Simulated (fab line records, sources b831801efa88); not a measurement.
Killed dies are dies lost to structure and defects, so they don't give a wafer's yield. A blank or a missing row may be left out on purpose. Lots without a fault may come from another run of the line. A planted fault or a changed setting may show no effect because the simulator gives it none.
Which tool did it? | flow sky130 | 13 lots, 38 wafers sampled, at 3 steps of a route of 708

WHAT THE GAUGES READ, wafer by wafer
SKY_POLY_GATE_THK_MEAS_04. Usual: POLY_GATE_CVD_03_THK 75.0 nm, standard deviation 0.76.
lot  | measured     | on            | POLY_GATE_CVD_03_THK (nm) | flag
L394 | day 16 00:24 | film_metro-04 | 75.5 75.6 75.4            |
L393 | day 16 02:47 | film_metro-04 | 76.0 75.5 75.7            |
L392 | day 16 05:58 | film_metro-02 | 75.9 75.8 75.5            |
L396 | day 16 14:58 | film_metro-03 | 74.7 75.2 75.2            |
L397 | day 17 01:47 | film_metro-04 | 73.5 73.2 73.6            |
L398 | day 17 09:23 | film_metro-04 | 74.8 74.8 74.6            |
L400 | day 18 07:31 | film_metro-02 | 74.9 75.5 74.9            |
L407 | day 20 19:38 | film_metro-02 | 73.8 74.4 74.3            |
L411 | day 23 01:52 | film_metro-04 | 75.2 75.5 75.2            |
L410 | day 23 03:14 | film_metro-03 | 75.5 76.2                 |
L412 | day 23 03:14 | film_metro-04 | 75.2 75.1 75.2            |
L414 | day 23 03:17 | film_metro-02 | 73.5 74.1 74.2            |
L415 | day 23 15:16 | film_metro-04 | 76.0 75.7 75.7            |

SKY_LDD_P_TW_MEAS_11. Usual: LDD_P_TW 636, standard deviation 7.1.
lot  | measured     | on            | LDD_P_TW    | flag
L394 | day 19 22:21 | film_metro-04 | 635 635 630 |
L393 | day 20 01:43 | film_metro-04 | 625 629 626 |
L392 | day 20 04:02 | film_metro-01 | 642 647 641 |
L396 | day 20 14:29 | film_metro-04 | 628 631 624 |
L397 | day 21 01:47 | film_metro-03 | 638 642 640 |
L398 | day 21 08:36 | film_metro-04 | 627 624 625 |
L400 | day 22 08:35 | film_metro-01 | 644 644 645 |
L407 | day 24 18:08 | film_metro-01 | 645 640 640 |
L411 | day 26 21:44 | film_metro-01 | 642 643 642 |
L410 | day 27 00:11 | film_metro-04 | 634 630     |
L412 | day 26 22:47 | film_metro-03 | 634 633 634 |
L414 | day 27 00:20 | film_metro-03 | 641 637 638 |
L415 | day 27 13:13 | film_metro-03 | 635 638 636 |

WHICH TOOL RAN EACH LOT (tool, then ch and the chambers of the sampled wafers, then the start)
lot  | SKY_LDD_P_STRIP_10
L394 | plasma_asher-03 ch 0,1, day 19 22:15
L393 | plasma_asher-04 ch 0,1, day 20 01:37
L392 | plasma_asher-01 ch 0,1, day 20 03:56
L396 | plasma_asher-01 ch 0,1, day 20 14:23
L397 | plasma_asher-04 ch 0,1, day 21 01:41
L398 | plasma_asher-04 ch 0,1, day 21 08:31
L400 | plasma_asher-04 ch 0,1, day 22 08:29
L407 | plasma_asher-01 ch 0,1, day 24 18:02
L411 | plasma_asher-04 ch 0,1, day 26 21:38
L410 | plasma_asher-04 ch 0, day 27 00:05
L412 | plasma_asher-01 ch 0,1, day 26 22:40
L414 | plasma_asher-03 ch 0,1, day 27 00:14
L415 | plasma_asher-04 ch 0,1, day 27 13:07
- SKY_LDD_P_STRIP_10: strips in O2/N2.

WHAT THE TOOLS THEMSELVES READ (means of the sampled wafers that have a number; where no wafer has one, the mark that the record gives instead)
SKY_LDD_P_STRIP_10. Usual: drypump_motor_current_A 5.9 A, standard deviation 0.42; oes_product_au 0.715 a.u., standard deviation 0.0044; strip_time_to_endpoint_s 14.21 s, standard deviation 0.038.
lot  | tool            | drypump_motor_current_A (A) | oes_product_au (a.u.) | strip_time_to_endpoint_s (s) | flag
L394 | plasma_asher-03 | 5.4                         | 0.711                 | 14.22                        |
L393 | plasma_asher-04 | 6.0                         | 0.716                 | 14.14                        |
L392 | plasma_asher-01 | 5.9                         | 0.713                 | 14.28                        |
L396 | plasma_asher-01 | 6.2                         | 0.720                 | 14.22                        |
L397 | plasma_asher-04 | 5.9                         | 0.721                 | 14.23                        |
L398 | plasma_asher-04 | 5.9                         | 0.714                 | 14.21                        |
L400 | plasma_asher-04 | 5.9                         | 0.714                 | 14.23                        |
L407 | plasma_asher-01 | 5.9                         | 0.717                 | 14.22                        |
L411 | plasma_asher-04 | 6.0                         | 0.719                 | 14.20                        |
L410 | plasma_asher-04 | 5.8                         | 0.720                 | 14.21                        |
L412 | plasma_asher-01 | 6.2                         | 0.715                 | 14.22                        |
L414 | plasma_asher-03 | 5.4                         | 0.715                 | 14.17                        |
L415 | plasma_asher-04 | 5.9                         | 0.715                 | 14.18                        |

THE ANSWER, worked out from the rows above alone
Rule: a lot is off if the mean of its wafers that have a number lies more than 3 standard deviations from the usual mean. A lot without any number at a reading at which 4 lots or more have one is off too. The other lots that the step has rows for count as sound. The gauges are gone through in route order, then the tools' own readings, and for those a lot's mean is taken as printed above. The first step at which some lot is off is used, and at that step the reading that is off furthest; a lot without a number counts as furthest.
No lot is off at any reading shown: from this, nothing can be told.

WHAT THE SIMULATOR HAD PUT IN
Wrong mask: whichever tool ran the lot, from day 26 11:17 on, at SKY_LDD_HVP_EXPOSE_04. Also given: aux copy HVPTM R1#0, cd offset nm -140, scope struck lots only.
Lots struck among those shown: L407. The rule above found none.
